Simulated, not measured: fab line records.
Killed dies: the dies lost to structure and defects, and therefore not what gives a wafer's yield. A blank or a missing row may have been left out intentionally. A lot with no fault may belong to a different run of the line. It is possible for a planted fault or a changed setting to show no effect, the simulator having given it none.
fab line records	flow sky130	part 2 of 2: steps 5 to 6 of 6
record lots=23	wafers=69	last-day=50
route steps=708 shown LDD_P@263 METAL1@452 METAL3@565 VIA3@597 PAD_OPEN@702
lots untouched by any fault: they come from a run of this same line in which no faults occurred
start-h: start of the lot's first displayed wafer, in hours after the record's first day	wait-h: hours from the lot's prior step to this one	" same as the row above	L1.1+2: a row that stands for several wafers	- no value present, or no start provided	* or withheld: withheld	< > ~ a bound
route shown NAME@n: names a module that has steps shown in the file, with the first one's number in the route	usual: mean and standard deviation over wafers with no fault	same: alike in all rows	chamber/n: place in a boat	sites: the reading at each site	_std_site: how widely they spread, as a standard deviation	_edge_site: the outer-site mean with the inner-site mean subtracted	radius-mm: for every site, how far away it sits from the centre of the wafer	mask NAME#n: copy n	behind: the tool/chamber that last shaped the wafer	hold: the reason the lot was held/the length of the hold in hours/how it ended	device: names the non-switching transistor (n, p or np)	end of line: tests run on the same wafers once the route is complete	step lacking rows: just its recipe	killed: count of dies lost to structure and defects at first sort (not the wafer's yield)	map: a wafer's dies, marking killed ones x, the rest . and places with no die _
set.NAME: the setting that was run; set.NAME@STEP: the one run at that earlier step	model.NAME: the simulator's own value behind a step, which no gauge read
the route's steps for a sample of lots (tables are steps, rows are wafers)
services: from which hour (start-h, from the record's first day; less than 0 if before it) a tool's chamber was out of use, for how many hours, and why
## steps
# step SKY_VIA3_CMP_24
# recipe stop-on=SiO2	t-overpolish-s=20	down-force-psi=3.5	platen-rpm=60	target-thk-nm=0	pad-velocity-m-s=0.94248
# usual motor-current-A=11.1/0.69	overpolish-run-s=20.000/0.009	time-to-endpoint-s=94/3.7
lot.wafer	tool	chamber	start-h	wait-h	motor-current-A	overpolish-run-s	time-to-endpoint-s
L074.2	cmp-01	3	927.14	0.0	11.9	20.004	98
L074.1	"	2	"	"	11.7	20.006	100
L074.6	"	0	"	"	11.1	20.013	94
L075.4	cmp-02	3	930.55	0.0	10.7	19.990	95
L075.2	"	1	"	"	11.2	20.015	98
L075.5	"	0	"	"	12.1	19.994	93
L076.1	cmp-02	0	939.20	0.2	11.3	19.992	91
L076.6	"	1	"	"	11.2	19.999	98
L076.5	"	2	"	"	9.9	19.993	101
L077.2	cmp-01	0	945.88	0.1	11.2	19.991	93
L077.6	"	2	"	"	11.4	19.994	96
L077.5	"	3	"	"	12.3	19.999	98
L078.4	cmp-02	0	954.59	0.4	11.6	19.991	86
L078.3	"	1	"	"	11.2	20.011	89
L078.6	"	0	"	"	12.5	19.986	85
L079.2	cmp-01	0	965.13	0.1	10.8	19.988	89
L079.3	"	1	"	"	11.5	20.013	96
L079.4	"	2	"	"	11.6	20.007	91
L080.2	cmp-01	2	968.56	0.1	11.6	19.990	93
L080.6	"	1	"	"	11.7	19.985	96
L080.5	"	2	"	"	11.4	20.004	92
L081.2	cmp-02	0	979.39	0.1	11.3	19.985	89
L081.1	"	3	"	"	10.6	20.007	95
L081.6	"	0	"	"	11.2	20.001	89
L082.4	cmp-02	1	991.78	0.1	10.8	20.000	93
L082.2	"	3	"	"	10.5	19.988	91
L082.6	"	1	"	"	11.2	19.995	94
L083.2	cmp-02	1	996.66	0.0	10.9	20.002	93
L083.4	"	2	"	"	9.7	19.994	94
L083.6	"	2	"	"	9.2	20.001	97
L084.2	cmp-01	0	1000.73	0.0	10.5	19.990	90
L084.4	"	1	"	"	11.4	19.999	95
L084.6	"	1	"	"	11.2	20.009	93
L085.1	cmp-01	0	1004.36	0.1	10.7	19.975	94
L085.4	"	2	"	"	11.2	20.012	96
L085.5	"	0	"	"	11.0	19.996	99
L086.2	cmp-01	1	1015.51	0.0	11.6	19.999	95
L086.1	"	3	"	"	12.2	19.984	95
L086.4	"	0	"	"	11.1	20.002	92
L087.3	cmp-02	0	1022.34	0.0	11.5	20.002	89
L087.4	"	2	"	"	10.0	20.000	95
L087.6	"	0	"	"	12.0	20.005	89
L088.4	cmp-02	0	1024.96	0.1	11.4	19.995	88
L088.1	"	2	"	"	10.2	20.000	94
L088.6	"	0	"	"	11.7	20.023	89
L089.2	cmp-01	1	1035.78	0.1	11.6	20.006	98
L089.4	"	2	"	"	12.1	20.007	98
L089.1	"	3	"	"	11.4	19.998	101
L090.2	cmp-01	0	1039.27	0.0	10.7	19.999	95
L090.5	"	0	"	"	10.9	19.998	95
L090.6	"	1	"	"	10.9	20.005	95
L092.3	cmp-02	0	1049.58	0.1	11.6	20.006	87
L092.4	"	1	"	"	11.1	19.985	90
L092.1	"	2	"	"	9.3	19.986	94
L094.2	cmp-02	0	1067.08	0.1	12.5	20.015	85
L094.4	"	1	"	"	11.3	19.989	95
L094.6	"	3	"	"	11.3	20.001	92
L093.4	cmp-02	3	1068.66	0.2	10.5	20.003	96
L093.5	"	0	"	"	11.4	19.995	90
L093.6	"	1	"	"	11.6	19.990	94
L095.4	cmp-01	1	1069.44	0.1	11.6	20.013	98
L095.3	"	3	"	"	11.2	20.016	99
L095.5	"	2	"	"	11.4	19.985	95
L096.4	cmp-01	2	1075.12	0.2	11.7	19.999	97
L096.5	"	3	"	"	11.9	20.003	101
L096.6	"	0	"	"	11.0	20.008	95
L097.4	cmp-02	3	1079.17	0.3	10.4	19.999	93
L097.3	"	0	"	"	11.7	20.005	88
L097.5	"	3	"	"	10.4	20.006	92
# step SKY_PAD_OPEN_STRIP_08
# recipe chemistry=O2/N2	power-w=1400	pressure-mtorr=1500	platen-temp-c=withheld	overash-fraction=0.7	o2-flow-sccm=3000	n2-flow-sccm=300
# usual chamber-pressure-mTorr=1499.8/1.4	drypump-motor-current-A=5.8/0.36	o2-flow-sccm=3001/8.1	oes-product-au=0.663/0.0045	strip-time-to-endpoint-s=37.11/0.12
lot.wafer	tool	chamber	start-h	wait-h	chamber-pressure-mTorr	drypump-motor-current-A	o2-flow-sccm	oes-product-au	rf-hours-counter-h	strip-time-to-endpoint-s
L074.1	plasma-asher-04	0	1070.18	0.1	1498.3	6.3	3002	0.670	33	37.23
L074.2	"	1	"	"	1499.5	5.9	3003	0.661	33	37.10
L074.6	"	0	"	"	1496.8	6.3	2996	0.659	-	37.09
L075.2	plasma-asher-01	0	1073.33	0.1	1497.2	5.8	3000	0.660	1	36.95
L075.4	"	0	"	"	1502.1	5.8	3001	0.673	-	36.91
L075.5	"	0	"	"	1499.8	5.8	3007	0.658	-	37.06
L076.1	plasma-asher-02	1	1079.88	0.1	1498.1	6.2	3001	0.664	97	37.04
L076.5	"	1	"	"	1500.2	6.1	2999	0.660	-	37.21
L076.6	"	0	"	"	1498.1	5.5	3001	0.664	-	37.07
L077.2	plasma-asher-02	0	1086.30	0.1	1499.9	5.5	2998	0.657	97	36.96
L077.5	"	1	"	"	1502.4	6.2	3008	0.670	-	36.95
L077.6	"	0	"	"	1499.0	5.5	2995	0.661	-	36.87
L078.3	plasma-asher-02	0	1092.26	0.1	1500.6	5.5	3003	0.664	-	37.06
L078.4	"	1	"	"	1498.9	6.2	2992	0.667	-	37.15
L078.6	"	1	"	"	1499.5	6.2	3011	0.667	-	37.11
L079.2	plasma-asher-02	0	1102.15	0.1	1502.2	5.5	2998	0.656	99	37.10
L079.3	"	0	"	"	1501.0	5.5	3004	0.660	-	37.03
L079.4	"	1	"	"	1500.4	6.1	2989	0.663	-	37.02
L080.2	plasma-asher-04	0	1105.15	0.1	1499.5	6.3	3011	0.665	37	37.24
L080.5	"	1	"	"	1499.3	5.9	2995	0.658	-	37.16
L080.6	"	0	"	"	1500.2	6.3	3010	0.659	-	37.09
L081.1	plasma-asher-02	1	1115.70	0.1	1501.7	6.2	3013	0.662	100	37.25
L081.2	"	0	"	"	1499.6	5.5	3017	0.662	100	37.13
L081.6	"	1	"	"	1499.6	6.2	3011	0.664	-	37.19
L082.2	plasma-asher-01	0	1125.58	0.1	1502.6	5.7	3009	0.658	6	37.19
L082.4	"	1	"	"	1499.4	5.1	3007	0.665	-	37.23
L082.6	"	0	"	"	1497.9	5.7	2996	0.657	-	37.22
L083.2	plasma-asher-02	0	1129.18	0.1	1500.6	5.5	3007	0.660	101	36.96
L083.4	"	1	"	"	1500.5	6.1	3009	0.658	-	36.99
L083.6	"	0	"	"	1501.8	5.5	2985	0.669	-	36.97
L084.2	plasma-asher-01	0	1133.43	0.1	1499.5	5.8	3010	0.662	7	37.14
L084.4	"	0	"	"	1502.1	5.8	3009	0.669	-	37.08
L084.6	"	1	"	"	1499.5	5.1	3016	0.663	-	37.13
L085.1	plasma-asher-02	0	1135.00	0.1	1497.2	5.5	2997	0.666	102	37.18
L085.4	"	1	"	"	1501.2	6.1	2991	0.666	-	37.33
L085.5	"	0	"	"	1498.6	5.5	2988	0.658	-	37.24
L086.1	plasma-asher-02	1	1145.60	0.1	1500.8	6.1	3002	0.663	103	36.95
L086.2	"	0	"	"	1498.8	5.5	2999	0.663	103	36.92
L086.4	"	1	"	"	1499.0	6.1	3001	0.664	-	36.88
L087.3	plasma-asher-02	0	1149.47	0.1	1499.5	5.5	2997	0.663	-	36.99
L087.4	"	1	"	"	1501.1	6.2	2999	0.664	-	37.13
L087.6	"	0	"	"	1497.8	5.5	3010	0.662	-	37.12
L088.1	plasma-asher-02	1	1153.55	0.1	1500.1	6.1	3001	0.663	104	36.90
L088.4	"	0	"	"	1498.3	5.5	2995	0.665	-	37.04
L088.6	"	1	"	"	1499.2	6.2	2997	0.671	-	37.05
L089.1	plasma-asher-01	1	1159.05	0.1	1502.0	5.2	3006	0.663	9	37.07
L089.2	"	0	"	"	1500.8	5.8	2998	0.662	9	37.08
L089.4	"	1	"	"	1501.0	5.2	3006	0.666	-	36.97
L090.2	plasma-asher-04	1	1163.78	0.1	1500.2	5.9	2991	0.666	41	36.97
L090.5	"	0	"	"	1502.9	6.2	3011	0.658	-	36.96
L090.6	"	1	"	"	1503.4	5.9	2995	0.656	-	37.02
L092.1	plasma-asher-02	0	1171.60	0.1	1500.0	5.5	3001	0.669	106	37.22
L092.3	"	0	"	"	1499.5	5.5	3003	0.668	-	37.18
L092.4	"	1	"	"	1501.4	6.1	2999	0.677	-	37.14
L094.2	plasma-asher-04	1	1184.85	0.1	1498.7	5.9	2990	0.665	43	37.17
L094.4	"	1	"	"	1498.8	5.9	3006	0.668	-	37.23
L094.6	"	1	"	"	1499.6	5.9	3002	0.666	-	37.09
L093.4	plasma-asher-01	1	1187.28	0.1	1498.6	5.1	2990	0.662	-	37.23
L093.5	"	1	"	"	1498.9	5.2	2988	0.669	-	37.29
L093.6	"	0	"	"	1500.5	5.8	3006	0.668	-	37.34
L095.3	plasma-asher-02	0	1187.48	0.1	1500.8	5.5	2990	0.671	-	37.35
L095.4	"	1	"	"	1499.5	6.2	3010	0.665	-	37.37
L095.5	"	0	"	"	1500.8	5.5	2999	0.653	-	37.21
L096.4	plasma-asher-02	0	1191.28	0.1	1500.5	5.5	2981	0.665	-	37.09
L096.5	"	0	"	"	1502.7	5.5	2992	0.668	-	37.05
L096.6	"	1	"	"	1499.5	6.2	2998	0.656	-	37.08
L097.3	plasma-asher-04	0	1194.22	0.1	1499.6	6.2	3006	0.655	-	37.24
L097.4	"	1	"	"	1498.9	5.9	3007	0.662	-	37.31
L097.5	"	0	"	"	1498.9	6.3	3005	0.662	-	37.27
## services
tool	chamber	start-h	hours	kind
rie-metal-01	1	746.41	1.8	repair
rie-metal-02	0	769.09	16.7	repair
cmp-02	-	771.56	2.4	repair
rie-metal-02	0	788.42	5.4	repair
rie-metal-01	-	819.89	14.6	pm
plasma-asher-02	-	837.41	15.6	pm
cmp-02	-	853.19	1.0	repair
rie-metal-01	-	857.32	0.3	repair
cmp-02	-	864.23	18.3	repair
cmp-02	-	865.24	13.8	repair
plasma-asher-01	-	876.12	0.8	repair
rie-metal-01	1	882.25	6.8	repair
cmp-02	-	889.91	6.4	repair
rie-metal-01	-	897.51	2.8	pm
cmp-02	-	912.25	4.0	pm
plasma-asher-01	-	924.56	2.5	repair
rie-metal-01	1	939.61	9.6	repair
cmp-02	-	941.84	9.8	pm
rie-metal-01	-	953.63	0.3	repair
cmp-02	-	954.89	5.3	pm
cmp-02	-	955.93	1.0	repair
rie-metal-02	-	1002.45	1.4	pm
rie-metal-01	-	1045.64	4.3	pm
plasma-asher-02	-	1125.64	0.7	repair
